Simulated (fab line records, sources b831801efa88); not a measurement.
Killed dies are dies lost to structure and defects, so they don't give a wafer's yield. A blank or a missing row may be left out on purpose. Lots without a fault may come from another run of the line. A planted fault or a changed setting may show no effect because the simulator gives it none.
fab line records | flow sky130
record lots=10 wafers=30 last_day=49
route steps=708 shown METAL3@568 VIA3@595 METAL5@676 PAD_OPEN@701
lots that met no fault: from a run of the same line without faults
start_h: hours from the record's first day to the start of the lot's first wafer shown | wait_h: hours since the lot's step before | " the same as in the row above | L1.1+2: a row that stands for several wafers | - no value, or no start given | * or withheld: withheld | < > ~ a bound
route shown NAME@n: a module of which the file shows steps, and the number in the route of the first | usual: mean/standard deviation of fault-free wafers | same: alike in all rows | chamber/n: place in a boat | sites: the reading at each site | _std_site: their standard deviation | _edge_site: outer sites' mean less inner sites' | radius_mm: how far each site lies from the wafer's centre | mask NAME#n: copy n | behind: the tool/chamber that last shaped the wafer | hold: why the lot was held/for how many hours/how that ended | device: the transistor (n, p or np) that didn't switch | end of line: the same wafers' tests at the end of the route | a step without rows: its recipe alone | killed: dies lost to structure and defects at the first sort, not the wafer's yield | map: a wafer's dies, x killed, . not, _ none there
set.NAME: the setting as run; set.NAME@STEP: as run at that earlier step | model.NAME: the simulator's own value behind a step, which no gauge read
steps of the route over a sample of lots; a table a step, a row a wafer
services: from which hour (start_h, from the record's first day; less than 0 if before it) a tool's chamber was out of use, for how many hours, and why
## steps
# step SKY_METAL3_METAL_ETCH_18
# recipe target_depth_a=8450 stop_on=SiO2 over_etch_frac=0.3 time_s=183.1 chemistry=Cl2/BCl3 resist_sidewall_deg=88 pressure_mtorr=10 icp_w=900 bias_w=48.5 Cl2_flow_sccm=60 bcl3_flow_sccm=30
# usual drypump_motor_current_A=5.8/0.43 oes_product_au=0.867/0.0058 run_length_s=211.7/1.1 throttle_valve_pct=22.265/0.0093
# columns lot.wafer tool chamber start_h wait_h drypump_motor_current_A oes_product_au rf_hours_counter_h run_length_s throttle_valve_pct
L245.1 rie_metal-03 1 904.96 0.0 6.0 0.860 8 211.1 22.266
L245.3 " 1 " " 6.1 0.864 - 211.1 22.267
L245.5 " 1 " " 6.1 0.862 - 211.2 22.259
L247.1 rie_metal-04 0 924.09 0.0 5.2 0.865 14 211.2 22.253
L247.3 " 1 " " 6.0 0.865 - 211.8 22.260
L247.5 " 0 " " 5.2 0.866 - 211.4 22.271
L246.3 rie_metal-03 1 926.70 0.1 6.0 0.876 - 211.4 22.263
L246.4 " 0 " " 6.5 0.866 - 211.1 22.270
L246.5 " 0 " " 6.5 0.870 - 211.5 22.257
L252.2 rie_metal-02 1 962.24 0.0 5.4 0.874 7 211.4 22.274
L252.3 " 1 " " 5.4 0.869 - 211.6 22.253
L252.4 " 0 " " 5.7 0.871 - 210.5 22.270
L253.2 rie_metal-04 0 963.84 0.0 5.2 0.869 17 211.1 22.251
L253.4 " 0 " " 5.2 0.867 - 211.4 22.259
L253.5 " 1 " " 6.0 0.867 - 211.4 22.278
L256.3 rie_metal-04 0 983.82 0.1 5.2 0.865 - 211.2 22.268
L256.5 " 0 " " 5.2 0.866 - 211.1 22.274
L256.6 " 1 " " 6.0 0.871 - 212.2 22.260
L257.1 rie_metal-02 0 990.09 0.0 5.6 0.870 7 211.0 22.259
L257.4 " 0 " " 5.6 0.864 - 210.5 22.259
L257.5 " 1 " " 5.4 0.872 - 211.6 22.275
L260.2 rie_metal-03 0 1007.39 0.0 6.5 0.869 17 211.4 22.254
L260.3 " 0 " " 6.5 0.868 - 210.9 22.265
L260.5 " 1 " " 6.0 0.858 - 210.9 22.270
L263.4 rie_metal-02 1 1028.91 0.1 5.4 0.870 - 211.0 22.262
L263.5 " 1 " " 5.4 0.866 - 211.8 22.266
L263.6 " 0 " " 5.6 0.859 - 210.5 22.250
L265.1 rie_metal-04 1 1036.70 0.0 6.0 0.864 17 211.9 22.261
L265.2 " 1 " " 6.0 0.872 - 211.9 22.274
L265.4 " 1 " " 6.0 0.858 - 211.8 22.279
# step SKY_VIA3_RS_MEAS_22
# recipe thk_meas_gauge=four-point-probe reads=W_of_VIA3_CVD_21+TiN_of_VIA3_SPUTTER_20
# usual VIA3_W_RS=0.291/0.0061
# columns lot.wafer tool chamber start_h wait_h VIA3_W_RS[ohm/sq]
L245.1 film_metro-02 - 931.54 0.1 0.292
L245.3 " - " " 0.291
L245.5 " - " " 0.288
L247.1 film_metro-03 - 951.30 0.1 0.291
L247.3 " - " " 0.296
L247.5 " - " " 0.290
L246.3 film_metro-02 - 953.99 0.1 0.293
L246.4 " - " " 0.299
L246.5 " - " " 0.297
L252.2 film_metro-01 - 987.64 0.1 0.291
L252.3 " - " " 0.293
L252.4 " - " " 0.289
L253.2 film_metro-02 - 990.19 0.1 0.297
L253.4 " - " " 0.293
L253.5 " - " " 0.287
L256.3 film_metro-02 - 1010.41 0.1 0.283
L256.5 " - " " 0.282
L256.6 " - " " 0.294
L257.1 film_metro-03 - 1015.54 0.1 0.293
L257.4 " - " " 0.279
L257.5 " - " " 0.282
L260.2 film_metro-01 - 1032.84 0.1 0.296
L260.3 " - " " 0.302
L260.5 " - " " 0.291
L263.4 film_metro-02 - 1053.81 0.1 0.290
L263.5 " - " " 0.286
L263.6 " - " " 0.273
L265.1 film_metro-03 - 1061.04 0.1 0.295
L265.2 " - " " 0.283
L265.4 " - " " 0.295
# step SKY_METAL5_METAL_ETCH_15
# recipe target_depth_a=12600 stop_on=SiO2 over_etch_frac=0.2 time_s=252 chemistry=Cl2/BCl3 resist_sidewall_deg=86 pressure_mtorr=10 icp_w=900 bias_w=48.5 Cl2_flow_sccm=60 bcl3_flow_sccm=30
# usual drypump_motor_current_A=5.8/0.46 oes_product_au=0.894/0.0055 run_length_s=280.3/0.48 throttle_valve_pct=22.264/0.0087
# columns lot.wafer tool chamber start_h wait_h drypump_motor_current_A oes_product_au rf_hours_counter_h run_length_s throttle_valve_pct
L245.1 rie_metal-02 0 1030.47 0.0 5.6 0.893 10 280.0 22.253
L245.3 " 0 " " 5.6 0.893 - 279.5 22.268
L245.5 " 0 " " 5.6 0.898 - 279.3 22.252
L247.1 rie_metal-03 1 1049.07 0.0 6.1 0.892 16 280.0 22.270
L247.3 " 0 " " 6.6 0.896 - 280.0 22.260
L247.5 " 0 " " 6.6 0.898 - 280.3 22.281
L246.3 rie_metal-01 1 1051.12 0.1 5.2 0.885 - 280.2 22.268
L246.4 " 0 " " 5.4 0.897 - 281.3 22.262
L246.5 " 1 " " 5.2 0.906 - 280.2 22.249
L252.2 rie_metal-03 1 1080.96 0.1 6.0 0.870 - 293.0 22.245
L252.3 " 1 " " 6.1 0.877 - 293.2 22.272
L252.4 " 1 " " 6.0 0.874 - 293.0 22.265
L253.2 rie_metal-02 1 1082.95 0.0 5.4 0.890 15 280.4 22.268
L253.4 " 0 " " 5.6 0.900 - 279.5 22.263
L253.5 " 0 " " 5.6 0.878 - 279.7 22.270
L256.3 rie_metal-03 1 1102.63 0.1 6.0 0.875 - 293.1 22.254
L256.5 " 0 " " 6.5 0.865 - 293.3 22.249
L256.6 " 1 " " 6.1 0.875 - 293.0 22.274
L257.1 rie_metal-01 0 1106.80 0.0 5.4 0.910 14 281.1 22.255
L257.4 " 0 " " 5.4 0.895 - 280.9 22.263
L257.5 " 1 " " 5.2 0.893 - 280.2 22.277
L260.2 rie_metal-01 1 1122.45 0.0 5.2 0.895 23 280.5 22.265
L260.3 " 1 " " 5.2 0.890 - 280.9 22.264
L260.5 " 1 " " 5.2 0.890 - 280.2 22.265
L263.4 rie_metal-01 0 1139.78 0.1 5.4 0.891 - 281.1 22.254
L263.5 " 1 " " 5.2 0.893 - 280.6 22.261
L263.6 " 0 " " 5.4 0.905 - 281.1 22.271
L265.1 rie_metal-02 0 1147.00 0.0 5.6 0.891 18 279.6 22.268
L265.2 " 1 " " 5.4 0.899 20 280.2 22.268
L265.4 " 0 " " 5.6 0.893 - 279.8 22.275
# step SKY_METAL5_STRIP_16
# recipe chemistry=O2/N2 power_w=1400 pressure_mtorr=1500 platen_temp_c=withheld o2_flow_sccm=3000 n2_flow_sccm=300 overash_fraction=0.5
# usual drypump_motor_current_A=5.4/0.53 oes_product_au=0.711/0.0052 strip_time_to_endpoint_s=13.05/0.13
# columns lot.wafer tool chamber start_h wait_h drypump_motor_current_A oes_product_au rf_hours_counter_h strip_time_to_endpoint_s
L245.1 plasma_asher-02 1 1030.70 0.2 6.5 0.710 119 13.15
L245.3 " 1 " " 6.5 0.709 - 13.24
L245.5 " 0 " " 5.8 0.705 - 13.14
L247.1 plasma_asher-03 1 1049.30 0.2 5.3 0.725 91 12.93
L247.3 " 0 " " 6.2 0.709 - 12.96
L247.5 " 1 " " 5.3 0.712 - 12.89
L246.3 plasma_asher-01 0 1051.31 0.1 4.9 0.712 - 13.29
L246.4 " 1 " " 5.2 0.720 - 13.14
L246.5 " 0 " " 4.9 0.696 - 13.33
L252.2 plasma_asher-01 0 1081.35 0.3 4.8 0.711 34 12.51
L252.3 " 1 " " 5.2 0.707 - 12.60
L252.4 " 0 " " 4.8 0.710 - 12.49
L253.2 plasma_asher-03 1 1083.18 0.2 5.3 0.711 95 13.02
L253.4 " 0 " " 6.2 0.713 - 13.16
L253.5 " 1 " " 5.2 0.708 - 13.03
L256.3 plasma_asher-01 0 1102.82 0.1 4.8 0.709 - 12.67
L256.5 " 1 " " 5.2 0.705 - 12.69
L256.6 " 0 " " 4.9 0.705 - 12.62
L257.1 plasma_asher-01 1 1107.03 0.2 5.2 0.710 38 12.95
L257.4 " 0 " " 4.8 0.719 - 13.01
L257.5 " 0 " " 4.9 0.694 - 13.13
L260.2 plasma_asher-01 1 1122.69 0.2 5.2 0.709 40 13.28
L260.3 " 1 " " 5.2 0.712 - 13.25
L260.5 " 1 " " 5.2 0.713 - 13.25
L263.4 plasma_asher-01 1 1139.97 0.1 5.2 0.712 - 12.98
L263.5 " 1 " " 5.2 0.716 - 13.18
L263.6 " 0 " " 4.8 0.714 - 13.13
L265.1 plasma_asher-01 1 1147.23 0.2 5.2 0.722 43 13.17
L265.2 " 0 " " 4.8 0.715 43 12.84
L265.4 " 0 " " 4.8 0.712 - 13.13
# step SKY_PAD_OPEN_ETCH_07
# recipe chemistry=CF4/O2 target_depth_nm=725 stop_on=AlCu source_w=800 bias_w=150 pressure_mtorr=150 cf4_flow_sccm=80 O2_flow_sccm=10 time_s=161.1
# usual drypump_motor_current_A=5.8/0.35 oes_product_au=0.979/0.0066 run_length_s=189.5/0.48 throttle_valve_pct=5.966/0.0095
# columns lot.wafer tool chamber start_h wait_h drypump_motor_current_A oes_product_au rf_hours_counter_h run_length_s throttle_valve_pct
L245.1 rie_diel-01 1 1076.05 - 5.9 0.977 19 188.8 5.971
L245.3 " 0 " " 6.4 0.985 6 189.6 5.964
L245.5 " 1 " " 5.9 0.980 - 189.0 5.958
L247.1 rie_diel-01 2 1093.14 - 5.3 0.975 24 189.8 5.972
L247.3 " 3 " " 6.0 0.972 10 190.0 5.956
L247.5 " 2 " " 5.3 0.989 - 189.8 5.964
L246.3 rie_diel-04 1 1094.97 - 5.4 0.979 10 189.6 5.978
L246.4 " 2 " " 5.2 0.979 15 188.9 5.971
L246.5 " 2 " " 5.2 0.979 - 188.9 5.949
L252.2 rie_diel-03 0 1123.60 - 5.2 0.986 31 189.8 5.977
L252.3 " 2 " " 5.7 0.966 13 188.8 5.978
L252.4 " 1 " " 6.1 0.984 24 189.2 5.967
L253.2 rie_diel-04 1 1125.87 - 5.4 0.982 12 189.4 5.975
L253.4 " 3 " " 5.5 0.982 24 189.8 5.963
L253.5 " 1 " " 5.4 0.986 - 189.3 5.982
L256.3 rie_diel-04 2 1143.64 - 5.3 0.980 17 188.8 5.975
L256.5 " 3 " " 5.5 0.981 - 189.7 5.970
L256.6 " 2 " " 5.3 0.974 - 189.5 5.972
L257.1 rie_diel-03 1 1145.77 - 6.1 0.966 25 189.3 5.988
L257.4 " 3 " " 5.8 0.979 31 189.8 5.961
L257.5 " 2 " " 5.8 0.979 - 188.6 5.963
L260.2 rie_diel-03 0 1160.99 - 5.2 0.988 33 190.5 5.973
L260.3 " 1 " " 6.1 0.973 26 189.6 5.985
L260.5 " 0 " " 5.2 0.991 - 190.5 5.975
L263.4 rie_diel-04 1 1175.29 - 5.4 0.982 14 189.5 5.969
L263.5 " 2 " " 5.3 0.980 - 189.2 5.977
L263.6 " 3 " " 5.5 0.988 - 190.0 5.961
L265.1 rie_diel-01 3 1182.32 - 6.0 0.975 14 190.0 5.979
L265.2 " 1 " " 5.9 0.971 23 188.8 5.956
L265.4 " 0 " " 6.4 0.990 10 189.2 5.963
## services
# columns tool chamber start_h hours kind
rie_diel-03 3 894.44 9.1 repair
rie_metal-02 - 924.23 14.6 pm
plasma_asher-03 - 929.29 0.7 repair
plasma_asher-02 - 951.60 0.8 repair
rie_metal-02 - 1007.86 2.8 pm
rie_metal-04 0 1028.94 25.6 repair
rie_diel-03 - 1033.62 1.2 repair
plasma_asher-02 - 1042.88 81.5 repair
rie_metal-04 1 1070.22 2.1 repair
rie_metal-03 0 1074.85 10.5 repair
rie_metal-01 - 1076.39 0.4 repair
rie_diel-03 2 1101.04 5.4 repair
rie_metal-03 - 1110.33 0.4 repair
plasma_asher-02 - 1124.39 9.0 pm
plasma_asher-02 0 1124.39 9.0 vent_cycle
rie_metal-04 - 1135.92 2.8 pm
rie_diel-01 - 1156.96 2.8 pm
rie_diel-04 - 1167.97 0.4 repair
rie_diel-03 0 1173.87 - clean
rie_diel-03 0 1173.87 - consumable_replace:focus_ring
rie_metal-04 0 1174.50 - clean
rie_metal-04 0 1174.50 - consumable_replace:focus_ring
rie_metal-04 0 1174.50 16.4 scheduled_down
rie_metal-04 0 1174.50 16.4 vent_cycle
## key
first_sign step=SKY_METAL5_METAL_ETCH_15 reading=run_length_s direction=up sigmas=27 usual=* struck=*
effect step=SKY_METAL5_METAL_ETCH_15 reading=oes_product_au direction=down sigmas=4 usual=0.894 struck=0.873
effect step=SKY_METAL5_STRIP_16 reading=strip_time_to_endpoint_s direction=down sigmas=3.5 usual=* struck=*
met_at SKY_METAL5_METAL_ETCH_15
struck_lots L252,L256
not_acting_at SKY_METAL3_METAL_ETCH_18,SKY_VIA3_RS_MEAS_22,SKY_PAD_OPEN_ETCH_07
onset_between 1049.07 1080.96
fault kind=process_parameter_drift tool=rie_metal-03 chamber=- onset_h=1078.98 steps=SKY_METAL5_METAL_ETCH_15 channel=time_s offset=* shape=step end_h=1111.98 acts_in=* stated=*
